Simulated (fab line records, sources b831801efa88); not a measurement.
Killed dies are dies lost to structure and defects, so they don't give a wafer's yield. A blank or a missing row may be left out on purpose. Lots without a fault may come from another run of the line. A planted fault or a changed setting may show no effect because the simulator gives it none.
fab line records | flow sfq_line | part 2 of 2: steps 29 to 40 of 40
record lots=5 wafers=15 last_day=91
route steps=325 shown L0V@26 M0@28 I0@43 M1@58
lots that met no fault: from a run of the same line without faults
start_h: hours from the record's first day to the start of the lot's first wafer shown | wait_h: hours since the lot's step before | " the same as in the row above | L1.1+2: a row that stands for several wafers | - no value, or no start given | * or withheld: withheld | < > ~ a bound
route shown NAME@n: a module of which the file shows steps, and the number in the route of the first | usual: mean/standard deviation of fault-free wafers | same: alike in all rows | chamber/n: place in a boat | sites: the reading at each site | _std_site: their standard deviation | _edge_site: outer sites' mean less inner sites' | radius_mm: how far each site lies from the wafer's centre | mask NAME#n: copy n | behind: the tool/chamber that last shaped the wafer | hold: why the lot was held/for how many hours/how that ended | device: the transistor (n, p or np) that didn't switch | end of line: the same wafers' tests at the end of the route | a step without rows: its recipe alone | killed: dies lost to structure and defects at the first sort, not the wafer's yield | map: a wafer's dies, x killed, . not, _ none there
set.NAME: the setting as run; set.NAME@STEP: as run at that earlier step | model.NAME: the simulator's own value behind a step, which no gauge read
lots at some steps of the route; a table a step, a row a wafer
services: from which hour (start_h, from the record's first day; less than 0 if before it) a tool's chamber was out of use, for how many hours, and why
## steps
# step SFQ_TRILAYER_I0_VIA_ETCH_VIA_ETCH_034
# recipe target=SiO2 stop_on=Nb mask_material=PR taper_deg=20 chemistry=CHF3 target_depth_nm=260 source_w=500 bias_w=80 pressure_mtorr=30 time_s=withheld
# usual drypump_motor_current_A=5.7/0.37 oes_product_au=0.855/0.0046
# columns lot.wafer tool chamber start_h wait_h drypump_motor_current_A oes_product_au
L079.2 rie_diel-02 2 403.38 0.0 6.1 0.850
L079.5 " 3 " " 5.4 0.856
L079.6 " 0 " " 5.1 0.855
L083.1 rie_diel-02 1 455.94 0.0 6.0 0.859
L083.4 " 2 " " 6.1 0.857
L083.5 " 1 " " 6.0 0.855
L087.1 rie_diel-02 1 534.79 0.0 6.0 0.857
L087.4 " 1 " " 6.0 0.854
L087.5 " 0 " " 5.1 0.865
L095.3 rie_diel-03 1 607.48 0.0 5.9 0.855
L095.4 " 3 " " 6.0 0.859
L095.5 " 2 " " 5.7 0.859
L097.2 rie_diel-03 1 629.59 0.0 5.9 0.852
L097.4 " 2 " " 5.7 0.855
L097.6 " 0 " " 5.2 0.848
# step SFQ_TRILAYER_I0_VIA_STRIP_STRIP_035
# recipe gas=O2 power_w=200 platen_temp_c=40 overash_fraction=0.65 chemistry=O2 pressure_mtorr=50
# usual drypump_motor_current_A=5.8/0.43 oes_product_au=1.000/0.0081
# columns lot.wafer tool chamber start_h wait_h drypump_motor_current_A oes_product_au rf_hours_counter_h
L079.2 rie_metal-02 1 403.49 - 5.4 1.012 156
L079.5 " 1 " " 5.4 0.997 -
L079.6 " 0 " " 6.3 0.996 -
L083.1 rie_metal-01 1 456.05 - 5.9 1.003 102
L083.4 " 1 " " 5.9 1.008 -
L083.5 " 1 " " 5.8 1.010 -
L087.1 rie_metal-04 0 534.90 - 5.1 1.008 121
L087.4 " 0 " " 5.1 1.004 -
L087.5 " 0 " " 5.1 1.004 -
L095.3 rie_metal-04 1 607.79 - 5.8 0.999 -
L095.4 " 0 " " 5.0 1.005 -
L095.5 " 1 " " 5.8 0.999 -
L097.2 rie_metal-02 0 629.70 - 6.3 0.990 21
L097.4 " 0 " " 6.3 0.992 -
L097.6 " 0 " " 6.3 0.983 -
# step SFQ_TRILAYER_I0_VIA_STRIP_SOLV_CLEAN_036
# recipe chemistry=NMP temp_c=70 time_s=600
# columns lot.wafer tool chamber start_h wait_h
L079.2+5+6 wet_bench-02 0,6,1 404.09 0.4
L083.1+4+5 wet_bench-02 3,4,2 457.25 1.0
L087.1+4+5 wet_bench-01 0,7,1 535.50 0.4
L095.3+4+5 wet_bench-01 0,2,3 608.19 0.2
L097.2+4+6 wet_bench-02 0,1,7 630.30 0.4
# step SFQ_TRILAYER_M1_DEP_PRE_CLEAN_038
# recipe gas=Ar time_s=22.5 bias_v=250
# columns lot.wafer tool chamber start_h wait_h
L079.2+5+6 pvd_sputter-04 - 404.28 0.0
L083.1+4+5 pvd_sputter-05 - 457.44 0.0
L087.1+4+5 pvd_sputter-03 - 535.67 0.0
L095.3+4+5 pvd_sputter-04 - 608.37 0.0
L097.2+4+6 pvd_sputter-03 - 630.49 0.0
# step SFQ_TRILAYER_M1_DEP_SPUTTER_037
# recipe material=Nb base_pressure_pa=1.33e-06 chamber_pressure_pa=0.1333 substrate_temp_c=20 resputter_cathode_voltage_v=400 target_thk_nm=200 power_w=2000 time_s=133.3
# usual cathode_dc_power_W=2000.0/0.37 throttle_valve_pct=30.3/0.91
# columns lot.wafer tool chamber start_h wait_h cathode_dc_power_W throttle_valve_pct
L079.2 pvd_sputter-04 - 404.31 0.0 2000.5 31.0
L079.5 " - " " 1999.9 30.9
L079.6 " - " " 1999.5 28.9
L083.1 pvd_sputter-05 - 457.47 0.0 2000.1 30.6
L083.4 " - " " 2000.3 30.0
L083.5 " - " " 1999.7 30.8
L087.1 pvd_sputter-03 - 535.70 0.0 2000.0 31.8
L087.4 " - " " 1999.4 30.4
L087.5 " - " " 2000.0 30.4
L095.3 pvd_sputter-04 - 608.39 0.0 2000.1 30.8
L095.4 " - " " 2000.1 31.3
L095.5 " - " " 2000.6 29.0
L097.2 pvd_sputter-03 - 630.52 0.0 2000.8 27.8
L097.4 " - " " 2000.2 31.6
L097.6 " - " " 1999.4 30.9
# step SFQ_M1_RS_MEAS_909
# recipe thk_meas_gauge=four-point-probe reads=Nb_of_TRILAYER_M1_DEP_SPUTTER_037
# usual M1_NB_RS=0.889/0.0088
# columns lot.wafer tool chamber start_h wait_h M1_NB_RS[ohm/sq]
L079.2 film_metro-03 - 404.42 0.1 0.871
L079.5 " - " " 0.868
L079.6 " - " " 0.872
L083.1 film_metro-04 - 457.56 0.0 0.889
L083.4 " - " " 0.891
L083.5 " - " " 0.884
L087.1 film_metro-01 - 535.79 0.0 0.896
L087.4 " - " " 0.900
L087.5 " - " " 0.905
L095.3 film_metro-03 - 608.53 0.1 0.892
L095.4 " - " " 0.889
L095.5 " - " " 0.895
L097.2 film_metro-03 - 630.63 0.1 0.886
L097.4 " - " " 0.892
L097.6 " - " " 0.887
# step SFQ_TRILAYER_M1_LITHO_COAT_044
# recipe resist=BARC spin_rpm=3000 resist_thk_nm=62
# usual dispense_pressure_kPa=54.1/1.8
# columns lot.wafer tool chamber start_h wait_h dispense_pressure_kPa
L079.2 litho_track-03 0 404.63 0.1 55.8
L079.5 " 0 " " 55.8
L079.6 " 0 " " 55.8
L083.1 litho_track-04 0 457.74 0.1 54.6
L083.4 " 0 " " 54.6
L083.5 " 0 " " 54.6
L087.1 litho_track-04 0 535.97 0.1 54.6
L087.4 " 0 " " 54.6
L087.5 " 0 " " 54.6
L095.3 litho_track-04 0 608.77 0.1 54.7
L095.4 " 0 " " 54.6
L095.5 " 0 " " 54.6
L097.2 litho_track-03 0 630.84 0.1 55.8
L097.4 " 0 " " 55.8
L097.6 " 0 " " 55.8
# step SFQ_TRILAYER_M1_LITHO_COAT_039
# recipe resist=KrF spin_rpm=2949 resist_thk_nm=600
# usual dispense_pressure_kPa=54.1/1.8
# columns lot.wafer tool chamber start_h wait_h dispense_pressure_kPa
L079.2 litho_track-03 0 404.93 0.2 55.8
L079.5 " 0 " " 55.8
L079.6 " 0 " " 55.8
L083.1 litho_track-04 0 458.04 0.2 54.6
L083.4 " 0 " " 54.6
L083.5 " 0 " " 54.7
L087.1 litho_track-04 0 536.27 0.2 54.7
L087.4 " 0 " " 54.7
L087.5 " 0 " " 54.6
L095.3 litho_track-04 0 609.07 0.2 54.7
L095.4 " 0 " " 54.7
L095.5 " 0 " " 54.6
L097.2 litho_track-03 0 631.14 0.2 55.8
L097.4 " 0 " " 55.8
L097.6 " 0 " " 55.8
# step SFQ_TRILAYER_M1_LITHO_SOFTBAKE_043
# recipe temp_c=withheld time_s=withheld resist=KrF
# columns lot.wafer tool chamber start_h wait_h
L079.2+5+6 litho_track-03 0 405.21 0.2
L083.1+4+5 litho_track-04 0 458.34 0.2
L087.1+4+5 litho_track-04 0 536.57 0.2
L095.3+4+5 litho_track-04 0 609.32 0.2
L097.2+4+6 litho_track-03 0 631.42 0.2
# step SFQ_TRILAYER_M1_LITHO_EXPOSE_040
# recipe mask_id=M1 na=0.6 source_shape=conventional sigma_outer=0.65 target_cd_nm=500 dose_mj=14.4
# columns lot.wafer tool chamber start_h wait_h mask
L079.2+5+6 krf_scanner-02 0 564.61 - M1#0
L083.1+4+5 krf_scanner-02 0 622.70 - M1#0
L087.1+4+5 krf_scanner-01 0 709.37 - M1#0
L095.3+4+5 krf_scanner-02 0 777.85 - M1#0
L097.2+4+6 krf_scanner-02 0 788.45 - M1#0
# step SFQ_TRILAYER_M1_LITHO_PEB_042
# recipe peb_temp_c=115 peb_time_s=60 resist=KrF
# columns lot.wafer tool chamber start_h wait_h
L079.2+5+6 litho_track-02 0 565.63 0.8
L083.1+4+5 litho_track-03 0 623.90 1.0
L087.1+4+5 litho_track-03 0 710.57 1.0
L095.3+4+5 litho_track-03 0 778.70 0.7
L097.2+4+6 litho_track-03 0 789.47 0.8
# step SFQ_TRILAYER_M1_LITHO_DEVELOP_041
# recipe time_s=60 resist=KrF
# columns lot.wafer tool chamber start_h wait_h
L079.2+5+6 litho_track-02 0 565.78 0.1
L083.1+4+5 litho_track-03 0 624.05 0.1
L087.1+4+5 litho_track-03 0 710.72 0.1
L095.3+4+5 litho_track-03 0 778.85 0.1
L097.2+4+6 litho_track-03 0 789.62 0.1
## services
# columns tool chamber start_h hours kind
krf_scanner-02 - 181.19 1.3 pm
krf_scanner-02 - 182.49 1.0 pm
krf_scanner-02 - 257.89 0.8 pm
krf_scanner-02 - 277.24 0.2 repair
krf_scanner-02 - 284.24 0.4 repair
rie_metal-01 - 287.48 1.2 repair
krf_scanner-02 - 332.30 1.3 pm
krf_scanner-02 - 337.20 1.0 pm
rie_metal-01 - 344.68 1.2 repair
rie_metal-01 - 364.77 14.6 pm
krf_scanner-02 - 425.80 0.8 pm
rie_metal-01 0 436.33 35.0 repair
krf_scanner-02 - 505.96 1.0 pm
krf_scanner-02 - 507.18 1.3 repair
krf_scanner-02 - 507.25 1.4 repair
krf_scanner-02 - 531.41 1.3 pm
krf_scanner-02 - 595.61 0.8 pm
krf_scanner-02 - 626.21 0.3 repair
krf_scanner-02 - 633.02 3.7 repair
krf_scanner-02 - 646.32 4.0 pm
krf_scanner-02 - 670.89 2.1 repair
krf_scanner-02 - 672.96 11.6 pm
krf_scanner-02 - 684.51 1.0 pm
rie_metal-01 0 741.76 4.3 repair
